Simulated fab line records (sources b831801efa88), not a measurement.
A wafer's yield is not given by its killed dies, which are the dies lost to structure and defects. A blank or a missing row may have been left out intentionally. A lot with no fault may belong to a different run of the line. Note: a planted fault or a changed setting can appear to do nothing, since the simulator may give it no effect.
Chamber matching | flow sky130 | cmp-01 running SKY_VIA2_CMP_24: 4 sister chambers
The step polishes, stops on SiO2, t overpolish 20 s, target thk 0 nm. 7 wafers are shown with their chamber, then 7 later ones without.

WAFERS, EACH WITH ITS CHAMBER
wafer  | chamber | timeToEndpointS (s) | motorCurrentA (A)
L709.5 | 3       | 101                 | 10.1
L714.3 | 2       | 97                  | 10.9
L723.1 | 0       | 96                  | 10.5
L723.3 | 1       | 101                 | 11.0
L723.6 | 0       | 96                  | 10.2
L725.2 | 1       | 97                  | 10.7
L725.3 | 2       | 102                 | 10.8

WAFERS WITH NO CHAMBER GIVEN
wafer  | timeToEndpointS (s) | motorCurrentA (A)
L725.4 | 102                 | 10.2
L729.4 | 107                 | 10.4
L729.5 | 105                 | 10.4
L729.6 | 107                 | 9.4
L731.2 | 101                 | 10.5
L731.3 | 94                  | 11.0
L731.5 | 101                 | 10.4

THE CHAMBER EACH PASSED THROUGH
wafer  | from the rows above               | in truth
L725.4 | can't be placed: 3 or 0           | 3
L729.4 | can't be placed: 3 or 2 or 1 or 0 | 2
L729.5 | can't be placed: 3 or 2 or 1 or 0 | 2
L729.6 | 3                                 | 3
L731.2 | can't be placed: 2 or 0 or 1 or 3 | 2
L731.3 | can't be placed: 1 or 2 or 0      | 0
L731.5 | can't be placed: 3 or 0 or 2 or 1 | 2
Correct placement for 1 of the 7. Unplaceable from these rows: 6, with the true chamber sitting among the candidates in 6. 0 placed wrongly.
How it was worked out, from the rows above alone: a wafer's distance from a chamber is the root of the sum, over the readings, of the square of ((its reading less the chamber's mean) divided by the reading's scatter). If the next closest chamber is less than 2 further off than the closest, the wafer can't be placed; otherwise it belongs to the closest. Each chamber's mean is taken over the wafers shown for it. How the scatter is found: for the shown wafers, subtract from each reading the mean of its chamber, square and add these, divide the total by (wafers less chambers), then take the root.
